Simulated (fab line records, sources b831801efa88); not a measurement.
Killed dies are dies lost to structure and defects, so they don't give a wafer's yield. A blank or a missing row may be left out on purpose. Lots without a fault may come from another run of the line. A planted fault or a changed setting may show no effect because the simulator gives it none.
A struck lot beside a sound one | flow sky130 | 15 steps out of a route of 708
Sound: wafers L326.2, L326.4, L326.6. Struck: wafer L320.1. (L320.5 of the same lot was not struck and is left out.) The cause comes at the end.
At each step with rows: each side's tool, then ch and its chambers, then its first start. Under that, the readings that differ: sound wafers | struck wafers | difference of the means | sigmas: that difference in standard deviations of wafers without a fault.
alike: readings whose means differ by less than 2 such deviations, and words and numbers that are the same on both sides. not compared: withheld readings, readings that some wafer has no value for, bounds like >300 that may hide the same value, and numbers for which the record gives no deviation and whose values overlap.
The two part at a step that has a row with sigmas, a row that says differs or no value, or rows on one side only. Numbers that don't overlap but have no deviation are shown without sigmas and don't part them. A reading that every wafer of one side lacks parts them only if that side has two wafers or more.

first, 1 step without rows for these wafers: SKY_METAL4_SPUTTER_01 (material TiN, target thk 20 nm, time 16.7 s).
SKY_METAL4_SPUTTER_02: material AlCu, target thk 735 nm, time 39.1 s.
  sound on pvd_sputter-03, day 44 11:23; struck on pvd_sputter-02, day 42 12:29
  alike: throttle_valve_pct
SKY_METAL4_SPUTTER_03: material Ti, target thk 5 nm, time 3.3 s.
  sound on pvd_sputter-03, day 44 11:26; struck on pvd_sputter-02, day 42 12:31
  alike: throttle_valve_pct
SKY_METAL4_SPUTTER_04: material TiN, target thk 70 nm, time 58.3 s.
  sound on pvd_sputter-03, day 44 11:26; struck on pvd_sputter-02, day 42 12:32
  alike: throttle_valve_pct
SKY_CAP2M_CVD_00: deposits SiO2, target thk 15.5 nm.
  sound on pecvd-02 ch 1,2, day 44 11:29; struck on pecvd-02 ch 1, day 42 12:35
  alike: heater_power_w, susceptor_temp_C
SKY_CAP2M_THK_MEAS_01:
  sound on film_metro-03, day 44 11:32; struck on film_metro-01, day 42 12:37
  alike: CAP2M_CVD_00_THK
SKY_CAP2M_SPUTTER_02: material TiN, target thk 200 nm, time 166.7 s.
  sound on pvd_sputter-04, day 44 11:35; struck on pvd_sputter-01, day 42 12:40
  alike: susceptor_temp_C, throttle_valve_pct
SKY_CAP2M_RS_MEAS_03: measures by four-point-probe.
  sound on film_metro-02, day 44 11:42; struck on film_metro-03, day 42 12:47
  alike: CAP2M_TIN_RS
SKY_CAP2M_THK_MEAS_04: measures by xrf.
  sound on film_metro-02, day 44 11:49; struck on film_metro-03, day 42 12:54
  alike: CAP2M_TIN_THK
then, 3 steps without rows for these wafers: SKY_CAP2M_DEHYDRATE_05 (time 60 s); SKY_CAP2M_HMDS_06 (prime time 60 s); SKY_CAP2M_COAT_07 (resist thk 1140 nm).
SKY_CAP2M_SOFTBAKE_08: time 60 s.
  sound on litho_track-03 ch 0, day 44 22:40; struck on litho_track-04 ch 0, day 43 00:40
  reading                  | sound             | struck | difference | sigmas
  heater_power_total_W (W) | 56.62 56.60 56.61 | 58.37  | +1.76      | +38
  run_length_s (s)         | 88.89 88.93 89.01 | 84.33  | -4.61      | -29
then, 1 step without rows for these wafers: SKY_CAP2M_EXPOSE_09 (exposes mask CAP2M, target cd 1000 nm).
-- the record jumps here: 5 days lie between the struck wafers' starts before and after (it left off in module CAP2M and takes up again in module PAD_OPEN, whose first step shown is number 708 of the route) --
SKY_PAD_OPEN_PROBE_99:
  the record has rows for the struck wafers here (prober-01, day 48 03:32) and none for the sound ones

WHERE THEY PART
First at SKY_CAP2M_SOFTBAKE_08; last, within this record, at SKY_PAD_OPEN_PROBE_99.

WHY: what the simulator had put in
Process parameter drift: litho_track-04, from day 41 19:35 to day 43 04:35, at SKY_CAP2M_SOFTBAKE_08. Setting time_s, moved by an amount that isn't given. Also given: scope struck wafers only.
